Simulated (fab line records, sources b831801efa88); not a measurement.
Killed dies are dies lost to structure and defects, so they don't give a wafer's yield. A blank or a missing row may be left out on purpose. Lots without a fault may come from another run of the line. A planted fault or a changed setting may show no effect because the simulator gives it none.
One fault seen from 2 desks | flow sfq_line | each desk has only its own numbers; what lay behind them comes last

THE METROLOGY DESK
What the gauges read, lot by lot, whatever tool the lot ran on: means of the sampled wafers that have a number. A lot is out of limits, marked OUT, if its mean lies more than 4 standard deviations from the usual mean; the brackets give that distance.
Columns: A = L0_MONX_KI_RS at SFQ_L0_RS_MEAS_901, usual 43.5 ohm/sq; B = L0_MONX_KI_THK at SFQ_L0_THK_MEAS_902, usual 40.5 nm; C = M3_OVL at SFQ_M3_OVL_MEAS_921, usual -1 nm
lot  | first seen here | A               | B    | C
L410 | day 1 12:34     | 43.2            | 40.8 | -3
L411 | day 1 17:34     | 43.5            | 40.5 | -2
L412 | day 1 22:35     | 43.2            | 40.9 | -0
L414 | day 2 08:34     | 44.1            | 40.0 | -2
L415 | day 2 13:34     | 43.3            | 40.8 | -3
L416 | day 2 18:35     | 43.8            | 40.3 | -4
L418 | day 3 04:36     | 43.8            | 40.3 | 1
L419 | day 3 09:36     | 43.0            | 41.2 | 7
L422 | day 4 00:34     | 43.5            | 40.5 | -8
L428 | day 5 06:35     | 43.5            | 40.6 | 10
L429 | day 5 11:34     | 46.0 (+4.0) OUT | 38.4 | 2
L430 | day 5 16:35     | 44.8            | 39.4 | -10
L431 | day 5 21:34     | 43.2            | 40.7 | -9
L432 | day 6 02:34     | 43.9            | 40.2 | -2
This desk's finding: out of limits on L429; first on L429, day 5 11:34 (L0_MONX_KI_RS at SFQ_L0_RS_MEAS_901). In limits: L410, L411, L412, L414, L415, L416, L418, L419, L422, L428, L430, L431, L432.

THE TOOL OWNER'S DESK: pvd_sputter-03
The tool's own readings at SFQ_TRILAYER_L0_DEP_SPUTTER_003 (material MoNx KI, target thk 40 nm, time 100 s): means of the sampled wafers that have a number, for each lot that ran on this tool. A lot is out of limits, marked OUT, if its mean lies more than 4 standard deviations from the usual mean; the brackets give that distance.
Columns: A = base_pressure_pa at SFQ_TRILAYER_L0_DEP_SPUTTER_003, usual 1.33e-06 Pa; B = throttle_valve_pct at SFQ_TRILAYER_L0_DEP_SPUTTER_003, usual 29.8 %
lot  | first seen here | A        | B
L410 | day 1 12:29     | 1.30e-06 | 29.1
L416 | day 2 18:29     | 1.44e-06 | 29.2
L419 | day 3 09:29     | 1.33e-06 | 28.9
L428 | day 5 06:29     | 1.24e-06 | 28.8
L429 | day 5 11:29     | 1.32e-06 | 29.7
L430 | day 5 16:29     | 1.38e-06 | 29.2
This desk's finding: nothing out of limits on any of the 6 lots.

PUT TOGETHER
The metrology desk could have raised an alarm at day 5 11:34, on L429.
The tool owner's desk saw nothing out of limits.
The tool owner's desk has L429 on record, within its limits.
Of the lots named, all ran SFQ_TRILAYER_L0_DEP_SPUTTER_003 on pvd_sputter-03.

WHAT THE SIMULATOR HAD PUT IN
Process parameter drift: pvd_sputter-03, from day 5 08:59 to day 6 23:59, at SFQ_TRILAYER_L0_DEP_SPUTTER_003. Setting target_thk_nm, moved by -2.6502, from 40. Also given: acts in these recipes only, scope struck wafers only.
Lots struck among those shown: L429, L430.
Hours from the fault's start to each desk's first reading out of limits: the metrology desk, 3.
